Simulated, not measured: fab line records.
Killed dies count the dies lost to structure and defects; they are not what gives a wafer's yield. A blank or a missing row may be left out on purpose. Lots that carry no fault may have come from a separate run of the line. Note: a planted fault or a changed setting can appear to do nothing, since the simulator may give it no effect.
2 desks looking at one fault    flow gf180mcu    only its own numbers are on each desk; what lay behind them is given at the end

== THE TOOL OWNER'S DESK: pvdSputter-03 ==
At GF_M3_SPUTTER_04 (material TiN, target thk 50 nm, time 41.7 s) the tool's own readings: per lot run on this tool, the mean of the sampled wafers that have a number. Marked OUT: a lot whose mean sits more than 4 standard deviations from the usual mean, which makes it out of limits; the brackets give that distance.
Columns: A = cathodeDcPowerW at GF_M3_SPUTTER_04, usual 6500.0 W; B = throttleValvePct at GF_M3_SPUTTER_04, usual 29.5 %
lot   first seen here  A                         B
L761  day 20 13:19     6498.8                    29.9
L762  day 21 04:54     6499.7                    28.9
L766  day 22 14:00     6501.1                    29.6
L768  day 23 22:18     6499.7                    29.2
L769  day 24 03:13     6500.4                    30.0
L779  day 27 11:53     6744.9 (+99 or more) OUT  29.6
Finding of this desk: L779 out of limits; the first was L779 at day 27 11:53, on cathodeDcPowerW at GF_M3_SPUTTER_04. In limits: L761, L762, L766, L768, L769.

== FROM THE METROLOGY DESK ==
What the gauges read, lot by lot, whatever tool the lot ran on: means of the sampled wafers that have a number. Marked OUT: a lot whose mean sits more than 4 standard deviations from the usual mean, which makes it out of limits; the brackets give that distance.
Columns: A = V2_CVD_02_THK at GF_V2_THK_MEAS_03, usual 850 nm
lot   first seen here  A
L759  day 18 19:28     840
L760  day 19 00:41     846
L761  day 19 11:44     848
L762  day 20 03:31     865
L763  day 20 06:41     850
L764  day 20 14:14     852
L765  day 21 07:02     851
L766  day 21 12:58     850
L767  day 22 06:55     847
L768  day 22 21:46     849
L769  day 23 02:25     854
L770  day 23 21:13     868
L779  day 26 13:26     848
Finding of this desk: none of the 13 lots has anything out of limits.

== BROUGHT TOGETHER ==
The tool owner's desk could have raised an alarm at day 27 11:53, on L779.
Metrology desk: nothing out of limits seen.
The metrology desk has L779 on record, within its limits.
GF_M3_SPUTTER_04 was run on pvdSputter-03 by each of the lots named.

== WHAT HAD BEEN PUT IN BY THE SIMULATOR ==
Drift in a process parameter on pvdSputter-03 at GF_M3_SPUTTER_04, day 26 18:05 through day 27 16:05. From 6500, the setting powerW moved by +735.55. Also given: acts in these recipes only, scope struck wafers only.
Shown lots that were struck: L779.
Delay in hours, fault start to first out-of-limits reading, by desk: the tool owner's desk at 18.
